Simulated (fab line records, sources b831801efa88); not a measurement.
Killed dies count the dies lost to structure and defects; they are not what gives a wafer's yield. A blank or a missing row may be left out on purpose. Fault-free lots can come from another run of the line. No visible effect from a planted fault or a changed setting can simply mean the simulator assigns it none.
Which tool is to blame? + flow sky130 + 11 lots with 33 wafers sampled at 6 steps, on a route of 708 steps

## WHAT THE GAUGES SHOWED, per wafer
SKY_PWDE_TW_MEAS_10. Usual: PWDE_TW typically reads 375.1, with standard deviation 2.1.
| lot  | measured    | on            | PWDE_TW           | flag |
|------|-------------|---------------|-------------------|------|
| L219 | day 4 02:46 | film_metro-03 | 378.6 376.8 376.3 |      |
| L220 | day 4 10:07 | film_metro-02 | 374.5 377.4 376.6 |      |
| L223 | day 4 21:17 | film_metro-04 | 373.1 372.6 373.2 |      |
| L225 | day 5 09:53 | film_metro-02 | 363.0 362.6 361.2 | OFF  |
| L226 | day 5 14:25 | film_metro-03 | 362.1 363.0 362.7 | OFF  |
| L228 | day 5 22:10 | film_metro-03 | 365.6 367.0 364.6 | OFF  |
| L237 | day 7 23:58 | film_metro-02 | 376.1 376.1 377.4 |      |
| L238 | day 8 05:58 | film_metro-03 | 376.1 375.9 376.1 |      |
| L240 | day 8 19:52 | film_metro-03 | 374.8 377.8 374.4 |      |
| L241 | day 9 01:26 | film_metro-04 | 371.6 372.3 370.8 |      |
| L242 | day 9 06:52 | film_metro-02 | 375.7 375.7 375.9 |      |

SKY_NWELL_RS_MEAS_29: a four-point-probe measurement. Usual: NWELL_RS typically reads 624.8 ohm/sq, with standard deviation 1.5.
| lot  | measured     | on            | NWELL_RS (ohm/sq) | flag |
|------|--------------|---------------|-------------------|------|
| L219 | day 5 14:44  | film_metro-02 | 623.2 624.5 623.1 |      |
| L220 | day 5 22:02  | film_metro-04 | 625.1 625.0 624.2 |      |
| L223 | day 6 11:01  | film_metro-02 | 625.3 624.0 625.5 |      |
| L225 | day 7 00:50  | film_metro-04 | 623.2 623.6 624.4 |      |
| L226 | day 7 05:44  | film_metro-04 | 623.0 623.3 622.5 |      |
| L228 | day 7 13:17  | film_metro-03 | 624.3 623.3 626.9 |      |
| L237 | day 9 16:26  | film_metro-03 | 625.4 624.7 623.5 |      |
| L238 | day 10 03:25 | film_metro-02 | 628.2 625.5 625.1 |      |
| L240 | day 10 12:07 | film_metro-03 | 626.1 626.6 627.1 |      |
| L241 | day 10 20:29 | film_metro-03 | 625.0 624.4 624.8 |      |
| L242 | day 11 03:59 | film_metro-04 | 625.3 624.0 624.9 |      |

SKY_NWELL_RS_MEAS_31: a four-point-probe measurement. Usual: PWDE_RS typically reads 5272 ohm/sq, with standard deviation 16.
| lot  | measured     | on            | PWDE_RS (ohm/sq) | flag |
|------|--------------|---------------|------------------|------|
| L219 | day 5 14:59  | film_metro-02 | 5264 5256 5263   |      |
| L220 | day 5 22:17  | film_metro-04 | 5265 5284 5262   |      |
| L223 | day 6 11:15  | film_metro-02 | 5264 5275 5265   |      |
| L225 | day 7 01:04  | film_metro-04 | 5755 5761 5767   | OFF  |
| L226 | day 7 05:59  | film_metro-04 | 5812 5789 5798   | OFF  |
| L228 | day 7 13:32  | film_metro-03 | 5757 5765 5770   | OFF  |
| L237 | day 9 16:41  | film_metro-03 | 5262 5273 5267   |      |
| L238 | day 10 03:40 | film_metro-02 | 5251 5252 5271   |      |
| L240 | day 10 12:22 | film_metro-03 | 5273 5244 5262   |      |
| L241 | day 10 20:44 | film_metro-03 | 5294 5275 5299   |      |
| L242 | day 11 04:14 | film_metro-04 | 5245 5254 5257   |      |

SKY_POLY_GATE_THK_MEAS_04. Usual: POLY_GATE_CVD_03_THK typically reads 74.6 nm, with standard deviation 0.7.
| lot  | measured     | on            | POLY_GATE_CVD_03_THK (nm) | flag |
|------|--------------|---------------|---------------------------|------|
| L219 | day 15 12:21 | film_metro-01 | 74.7 74.4 74.5            |      |
| L220 | day 15 20:35 | film_metro-01 | 74.3 74.6 74.9            |      |
| L223 | day 16 16:30 | film_metro-03 | 75.1 75.1 74.8            |      |
| L225 | day 17 08:46 | film_metro-01 | 74.8 75.3 74.4            |      |
| L226 | day 17 21:10 | film_metro-03 | 75.3 75.1 75.1            |      |
| L228 | day 18 09:18 | film_metro-03 | 74.5 73.5 74.0            |      |
| L237 | day 21 10:44 | film_metro-01 | 73.4 73.4 73.7            |      |
| L238 | day 22 07:20 | film_metro-01 | 74.8 74.4 74.8            |      |
| L240 | day 22 13:29 | film_metro-03 | 73.5 73.7 73.4            |      |
| L241 | day 23 02:16 | film_metro-04 | 73.5 74.0 73.8            |      |
| L242 | day 23 11:32 | film_metro-04 | 75.4 74.6 75.8            |      |

## TOOL THAT RAN EACH LOT (tool first, then ch and the chambers of the sampled wafers, then the start)
| lot  | SKY_PWDE_IMPLANT_08            | SKY_NWELL_STRIP_25                   |
|------|--------------------------------|--------------------------------------|
| L219 | implanter-03 ch 0, day 4 02:31 | plasma_asher-02 ch 1, day 5 14:26    |
| L220 | implanter-03 ch 0, day 4 09:52 | plasma_asher-03 ch 0,1, day 5 21:44  |
| L223 | implanter-03 ch 0, day 4 21:03 | plasma_asher-02 ch 1, day 6 10:41    |
| L225 | implanter-03 ch 0, day 5 09:40 | plasma_asher-03 ch 0,1, day 7 00:31  |
| L226 | implanter-03 ch 0, day 5 14:11 | plasma_asher-03 ch 0,1, day 7 05:25  |
| L228 | implanter-03 ch 0, day 5 21:55 | plasma_asher-03 ch 0,1, day 7 12:59  |
| L237 | implanter-01 ch 0, day 7 23:43 | plasma_asher-01 ch 0,1, day 9 16:08  |
| L238 | implanter-03 ch 0, day 8 05:43 | plasma_asher-02 ch 0,1, day 10 03:07 |
| L240 | implanter-02 ch 0, day 8 19:37 | plasma_asher-03 ch 0,1, day 10 11:49 |
| L241 | implanter-01 ch 0, day 9 01:13 | plasma_asher-01 ch 0,1, day 10 20:07 |
| L242 | implanter-03 ch 0, day 9 06:37 | plasma_asher-01 ch 0, day 11 03:32   |
- SKY_PWDE_IMPLANT_08
- SKY_NWELL_STRIP_25: strips in O2/N2.

## AS READ BY THE TOOLS THEMSELVES (means over the sampled wafers that have a number; for cases with no such wafer, the mark the record gives instead)
SKY_PWDE_IMPLANT_08. Usual: beam_energy_keV 150.00, standard deviation 0.044; dose_ions_cm2 3.6e+12, standard deviation 3.6e+09; faraday_current_uA 20.3, standard deviation 0.38.
| lot  | tool         | beam_energy_keV | dose_ions_cm2 | faraday_current_uA | flag |
|------|--------------|-----------------|---------------|--------------------|------|
| L219 | implanter-03 | 150.06          | 3.6e+12       | 20.1               |      |
| L220 | implanter-03 | 150.00          | 3.6e+12       | 19.8               |      |
| L223 | implanter-03 | 150.03          | 3.6e+12       | 20.5               |      |
| L225 | implanter-03 | 150.07          | 3.2e+12       | 18.1               | OFF  |
| L226 | implanter-03 | 149.96          | 3.2e+12       | 18.1               | OFF  |
| L228 | implanter-03 | 150.00          | 3.2e+12       | 18.4               | OFF  |
| L237 | implanter-01 | 150.04          | 3.6e+12       | 20.6               |      |
| L238 | implanter-03 | 150.05          | 3.6e+12       | 20.5               |      |
| L240 | implanter-02 | 149.99          | 3.6e+12       | 20.1               |      |
| L241 | implanter-01 | 149.96          | 3.6e+12       | 20.4               |      |
| L242 | implanter-03 | 150.04          | 3.6e+12       | 20.3               |      |

SKY_NWELL_STRIP_25. Usual: chamber_pressure_mTorr 1500.1 mTorr, standard deviation 1.3; drypump_motor_current_A 5.9 A, standard deviation 0.31; oes_product_au 0.722 a.u., standard deviation 0.0046; strip_time_to_endpoint_s 36.96 s, standard deviation 0.12.
| lot  | tool            | chamber_pressure_mTorr (mTorr) | drypump_motor_current_A (A) | oes_product_au (a.u.) | strip_time_to_endpoint_s (s) | flag |
|------|-----------------|--------------------------------|-----------------------------|-----------------------|------------------------------|------|
| L219 | plasma_asher-02 | 1500.2                         | 5.3                         | 0.722                 | 37.10                        |      |
| L220 | plasma_asher-03 | 1500.7                         | 6.0                         | 0.722                 | 36.96                        |      |
| L223 | plasma_asher-02 | 1500.0                         | 5.3                         | 0.723                 | 36.85                        |      |
| L225 | plasma_asher-03 | 1501.2                         | 6.1                         | 0.725                 | 36.95                        |      |
| L226 | plasma_asher-03 | 1501.1                         | 6.1                         | 0.723                 | 36.81                        |      |
| L228 | plasma_asher-03 | 1500.3                         | 6.1                         | 0.726                 | 37.07                        |      |
| L237 | plasma_asher-01 | 1501.2                         | 5.8                         | 0.723                 | 37.09                        |      |
| L238 | plasma_asher-02 | 1500.5                         | 5.6                         | 0.722                 | 36.96                        |      |
| L240 | plasma_asher-03 | 1500.3                         | 6.1                         | 0.724                 | 37.05                        |      |
| L241 | plasma_asher-01 | 1500.1                         | 5.6                         | 0.722                 | 37.09                        |      |
| L242 | plasma_asher-01 | 1498.9                         | 5.4                         | 0.721                 | 36.93                        |      |

## THE ANSWER, worked out from the rows above alone
Rule: a lot is off if the mean of its wafers that have a number lies more than 3 standard deviations from the usual mean. Also off: a lot with no number at a reading for which 4 or more lots have one. All remaining lots with rows at the step are treated as sound. The gauges are gone through in route order, then the tools' own readings, and for those a lot's mean is taken as printed above. At the first step where some lot is off, the reading lying furthest off is the one used; lots without a number count as furthest.
Off: at SKY_PWDE_TW_MEAS_10 (PWDE_TW), L225, L226, L228.
A tool fits if, at a process step before that reading, it ran every lot that is off, and no sound lot after the first of them. The gauges at SKY_PWDE_TW_MEAS_10 aren't tried: what is off there is off at SKY_PWDE_IMPLANT_08 too, on other tools, and a gauge's error can't cause that. Not one of the candidates tried fits.

## WHAT THE SIMULATOR HAD INSERTED
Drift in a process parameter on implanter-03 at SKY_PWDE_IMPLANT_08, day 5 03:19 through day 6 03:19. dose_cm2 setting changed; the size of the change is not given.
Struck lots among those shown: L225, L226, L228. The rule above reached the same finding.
